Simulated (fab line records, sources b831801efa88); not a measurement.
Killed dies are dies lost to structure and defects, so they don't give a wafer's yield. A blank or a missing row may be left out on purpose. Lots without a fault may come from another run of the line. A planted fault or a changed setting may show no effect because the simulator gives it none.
One fault seen from 2 desks | flow gf180mcu | each desk has only its own numbers; what lay behind them comes last

THE TOOL OWNER'S DESK: rie_diel-02
The tool's own readings at GF_POLY_GATE_ETCH_12 (etches BARC in N2/H2): means of the sampled wafers that have a number, for each lot that ran on this tool. A lot is out of limits, marked OUT, if its mean lies more than 4 standard deviations from the usual mean; the brackets give that distance.
Columns: A = drypump_motor_current_A at GF_POLY_GATE_ETCH_12, usual 5.7 A; B = n2_flow_sccm at GF_POLY_GATE_ETCH_12, usual 100.0 sccm; C = oes_product_au at GF_POLY_GATE_ETCH_12, usual 0.736 a.u.; D = rf_fwd_power_W at GF_POLY_GATE_ETCH_12, usual 496.2 W; E = throttle_valve_pct at GF_POLY_GATE_ETCH_12, usual 13.216 %
lot  | first seen here | A   | B     | C     | D               | E
L360 | day 12 00:46    | 5.9 | 100.0 | 0.740 | 495.9           | 13.218
L362 | day 12 11:47    | 5.9 | 100.0 | 0.728 | 430.0 (-32) OUT | 13.214
This desk's finding: out of limits on L362; first on L362, day 12 11:47 (rf_fwd_power_W at GF_POLY_GATE_ETCH_12). In limits: L360.

THE METROLOGY DESK
What the gauges read, lot by lot, whatever tool the lot ran on: means of the sampled wafers that have a number. A lot is out of limits, marked OUT, if its mean lies more than 4 standard deviations from the usual mean; the brackets give that distance.
Columns: A = POLY_GATE_CVD_00_THK at GF_POLY_GATE_THK_MEAS_01, usual 198.4 nm; B = cd_nm at GF_POLY_GATE_CD_MEAS_10, usual 279.8 nm; C = POLY_GATE_OVL at GF_POLY_GATE_OVL_MEAS_11, usual 0 nm
lot  | first seen here | A     | B     | C
L353 | day 9 02:53     | 196.4 | 277.9 | -6
L360 | day 11 05:21    | 199.3 | 279.0 | 0
L362 | day 11 16:38    | 199.0 | 280.0 | -1
L366 | day 12 19:01    | 199.5 | 280.4 | 4
L372 | day 14 12:25    | 200.4 | 280.6 | -2
This desk's finding: nothing out of limits on any of the 5 lots.

PUT TOGETHER
The tool owner's desk could have raised an alarm at day 12 11:47, on L362.
The metrology desk saw nothing out of limits.
The metrology desk has L362 on record, within its limits.
Of the lots named, all ran GF_POLY_GATE_ETCH_12 on rie_diel-02.

WHAT THE SIMULATOR HAD PUT IN
Process parameter drift: rie_diel-02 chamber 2, from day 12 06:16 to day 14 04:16, at GF_POLY_GATE_ETCH_12. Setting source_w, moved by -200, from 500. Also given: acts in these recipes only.
Lots struck among those shown: L362.
Hours from the fault's start to each desk's first reading out of limits: the tool owner's desk, 6.
